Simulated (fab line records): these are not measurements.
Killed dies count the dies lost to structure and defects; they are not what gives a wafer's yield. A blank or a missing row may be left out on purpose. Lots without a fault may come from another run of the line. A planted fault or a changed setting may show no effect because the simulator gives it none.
Commonality check across tools / flow sky130 / Lots sampled 12, wafers sampled 36

== THE REASON FOR OPENING IT ==
2 of 12 lots carry a flag on the reading SONOS_ONO_OXIDATION_THK at SKY_SONOS_ONO_THK_MEAS_01. No-fault wafers: 2.60 nm, standard deviation 0.062.
Rule: a lot gets a flag if all its wafers with a number sit over 4 standard deviations from that mean, or if no wafer of it has a number. All remaining lots are regarded as sound.

lot=L339; measured=day 11 14:16; on=film metro-02; SONOS_ONO_OXIDATION_THK (nm), wafer by wafer=2.51 2.47 2.51; flag=
lot=L340; measured=day 12 01:56; on=film metro-04; SONOS_ONO_OXIDATION_THK (nm), wafer by wafer=2.61 2.61 2.65; flag=
lot=L341; measured=day 12 07:16; on=film metro-04; SONOS_ONO_OXIDATION_THK (nm), wafer by wafer=2.61 2.56 2.62; flag=
lot=L343; measured=day 12 20:29; on=film metro-03; SONOS_ONO_OXIDATION_THK (nm), wafer by wafer=2.56 2.64 2.57; flag=
lot=L344; measured=day 13 07:55; on=film metro-04; SONOS_ONO_OXIDATION_THK (nm), wafer by wafer=2.58 2.63 2.62; flag=
lot=L349; measured=day 15 03:32; on=film metro-04; SONOS_ONO_OXIDATION_THK (nm), wafer by wafer=2.94 3.03 2.93; flag=FLAGGED
lot=L351; measured=day 16 01:04; on=film metro-04; SONOS_ONO_OXIDATION_THK (nm), wafer by wafer=3.11 3.08 3.01; flag=FLAGGED
lot=L356; measured=day 17 09:02; on=film metro-04; SONOS_ONO_OXIDATION_THK (nm), wafer by wafer=2.65 2.59 2.62; flag=
lot=L357; measured=day 17 17:13; on=film metro-03; SONOS_ONO_OXIDATION_THK (nm), wafer by wafer=2.52 2.52 2.60; flag=
lot=L358; measured=day 17 21:08; on=film metro-03; SONOS_ONO_OXIDATION_THK (nm), wafer by wafer=2.59 2.62 2.57; flag=
lot=L360; measured=day 18 21:59; on=film metro-04; SONOS_ONO_OXIDATION_THK (nm), wafer by wafer=2.65 2.57 2.60; flag=
lot=L361; measured=day 19 06:50; on=film metro-03; SONOS_ONO_OXIDATION_THK (nm), wafer by wafer=2.54 2.55 2.59; flag=
Average over the flagged lots: 3.02 nm; offset from the usual +0.42 nm, equal to +7 standard deviations.

== LOT BY LOT: THE TOOL USED ==
The record holds 1 process step before the reading, out of a route of 708 steps. Every cell lists first the tool, next ch and the chambers used by the sampled wafers, and last the start.
lot=L339; flag=; SKY_SONOS_ONO_OXIDATION_00=furnace-01 ch 0, day 11 12:55
lot=L340; flag=; SKY_SONOS_ONO_OXIDATION_00=furnace-01 ch 0, day 12 00:35
lot=L341; flag=; SKY_SONOS_ONO_OXIDATION_00=furnace-02 ch 0, day 12 05:54
lot=L343; flag=; SKY_SONOS_ONO_OXIDATION_00=furnace-01 ch 0, day 12 19:08
lot=L344; flag=; SKY_SONOS_ONO_OXIDATION_00=furnace-02 ch 0, day 13 06:34
lot=L349; flag=FLAGGED; SKY_SONOS_ONO_OXIDATION_00=furnace-01 ch 0, day 15 02:12
lot=L351; flag=FLAGGED; SKY_SONOS_ONO_OXIDATION_00=furnace-01 ch 0, day 15 23:43
lot=L356; flag=; SKY_SONOS_ONO_OXIDATION_00=furnace-02 ch 0, day 17 07:41
lot=L357; flag=; SKY_SONOS_ONO_OXIDATION_00=furnace-02 ch 0, day 17 15:52
lot=L358; flag=; SKY_SONOS_ONO_OXIDATION_00=furnace-02 ch 0, day 17 19:47
lot=L360; flag=; SKY_SONOS_ONO_OXIDATION_00=furnace-02 ch 0, day 18 20:38
lot=L361; flag=; SKY_SONOS_ONO_OXIDATION_00=furnace-01 ch 0, day 19 05:28
What these steps do:
- SKY_SONOS_ONO_OXIDATION_00: stabilise 600 s, purge 300 s, target thk 2.6 nm.
- SKY_SONOS_ONO_THK_MEAS_01

== FLAGGED AGAINST TOTAL, ONE TOOL AT A TIME (gauges that did the reading follow at the end) ==
step=SKY_SONOS_ONO_OXIDATION_00; tool=furnace-01; lots run=6; flagged=2; share of the flagged lots=all; sound lots run after its first flagged lot=1 (L361)
step=SKY_SONOS_ONO_OXIDATION_00; tool=furnace-02; lots run=6; flagged=0; share of the flagged lots=none; sound lots run after its first flagged lot=-
step=SKY_SONOS_ONO_THK_MEAS_01; tool=film metro-02; lots run=1; flagged=0; share of the flagged lots=none; sound lots run after its first flagged lot=-
step=SKY_SONOS_ONO_THK_MEAS_01; tool=film metro-03; lots run=4; flagged=0; share of the flagged lots=none; sound lots run after its first flagged lot=-
step=SKY_SONOS_ONO_THK_MEAS_01; tool=film metro-04; lots run=7; flagged=2; share of the flagged lots=all; sound lots run after its first flagged lot=2 (L356,L360)

== WHAT IS ALLOWED BY THE TABLE ==
In 2 table rows, all flagged lots were run: furnace-01 (SKY_SONOS_ONO_OXIDATION_00), film metro-04 (SKY_SONOS_ONO_THK_MEAS_01).
- furnace-01 at SKY_SONOS_ONO_OXIDATION_00: 2 of its 6 lots flagged. Lots that were sound ran on it after the first flagged one (L361); a persistent fault on the entire tool would not allow that. Its own readings lie more than 4 standard deviations out on every wafer of the flagged lots: spike tc bottom C, spike tc centre C, spike tc lower C, spike tc top C, spike tc upper C.
- film metro-04 at SKY_SONOS_ONO_THK_MEAS_01: 2 of its 7 lots flagged. Lots that were sound ran on it after the first flagged one (L356, L360); a persistent fault on the entire tool would not allow that.
None of the table's rows ran every flagged lot and, after the first, no sound lot.

== WHAT HAD BEEN PUT IN BY THE SIMULATOR ==
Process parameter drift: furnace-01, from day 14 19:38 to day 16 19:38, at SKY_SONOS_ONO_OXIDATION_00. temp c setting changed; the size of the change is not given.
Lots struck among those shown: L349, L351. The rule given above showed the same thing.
